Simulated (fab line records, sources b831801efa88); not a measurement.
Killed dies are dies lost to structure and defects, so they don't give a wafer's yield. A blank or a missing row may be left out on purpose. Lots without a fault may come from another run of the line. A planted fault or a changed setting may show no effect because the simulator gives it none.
Problem report in the 8D (eight disciplines) form, filled by code | flow gf180mcu | the parts of the form that need people (team, actions taken, sign-off) are left out

1. THE PROBLEM
CONTACT_CVD_00_THK at GF_CONTACT_THK_MEAS_01 reads a mean of 454 nm on 9 wafers of 3 lots; wafers without a fault read 301 nm with a standard deviation of 3. That is +51 standard deviations from the usual mean.
First seen on wafer L163.4, day 18 03:40, on film_metro-02. The record holds 39 wafers of 13 lots with a number at this step. Rule for "out", or "out of limits": more than 4 standard deviations from the usual mean. The other wafers with a number count as sound.

2. WHAT IT IS AND WHAT IT IS NOT
question                    | is                                          | is not
which readings at this step | CONTACT_CVD_00_THK                          | -
which lots                  | L163, L164, L166                            | L158, L159, L165, L170, L171, L173, L174, L175, L176, L178
which wafers of those lots  | all that have a number                      | -
read on which gauges        | film_metro-02, film_metro-03, film_metro-04 | -
when                        | from day 18 03:40                           | up to then (6 sound wafers); but 24 sound wafers of L165, L170, L171, L173, L174, L175, L176, L178 came after

3. SUSPECTS, AND WHAT RULES EACH OUT
Counting: a tool at a process step up to the reading stays a suspect if it ran every lot that is out and no sound lot after the first of them.
- the gauge at GF_CONTACT_THK_MEAS_01: ruled out. The wafers that are out were read on 3 gauges (film_metro-02, film_metro-03, film_metro-04).
- hdpcvd-01 at GF_CONTACT_CVD_00 (deposits SiO2, target thk 300 nm, time 50 s): ruled out as a lasting fault. Sound lots L173, L174, L175, L176, L178 ran on it after its first lot that is out, L163 (day 18 03:37).
Left after counting: nothing in the record.

4. THE CAUSE (what the simulator had put in)
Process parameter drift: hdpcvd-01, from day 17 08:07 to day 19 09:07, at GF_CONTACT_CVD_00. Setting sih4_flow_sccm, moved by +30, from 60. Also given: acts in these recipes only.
Counting ruled it out, wrongly: the rule takes a fault to strike every lot that its tool runs from its start on, and this one did not.

5. THE CHAIN OF EFFECTS, in route order
Each row: a reading whose mean over the struck wafers that have a number lies more than 3 standard deviations from the usual. Only readings for which the record gives a usual standard deviation are gone through. hours: the time from each lot's start at the first step in this table that gives one to its start at this step, as a median over the lots. sigmas: the change in usual standard deviations.
hours | step                   | reading            | usual      | on struck wafers | change | sigmas
0     | GF_CONTACT_CVD_00      | sih4_flow_sccm     | 60.01 sccm | 90.06            | +30.05 | +99 or more
0     | GF_CONTACT_THK_MEAS_01 | CONTACT_CVD_00_THK | 301 nm     | 454              | +153   | +51
-     | GF_CONTACT_ETCH_17     | oes_product_au     | 0.815 a.u. | 0.891            | +0.076 | +17
The process steps in it:
- GF_CONTACT_CVD_00: deposits SiO2, target thk 300 nm, time 50 s.
- GF_CONTACT_ETCH_17: etches SiO2 in C4F8/O2/Ar, stops on CoSi2, target depth 860 nm.

6. WHAT WOULD HAVE CAUGHT IT SOONER
In this record the first reading out of limits at a measuring or inspecting step was taken at day 18 03:40, 20 hours after the fault began at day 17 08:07.
The tool's own readings at GF_CONTACT_CVD_00 were out on every struck wafer that the step has a row for (sih4_flow_sccm): an alarm limit on them would have fired on the first of those.
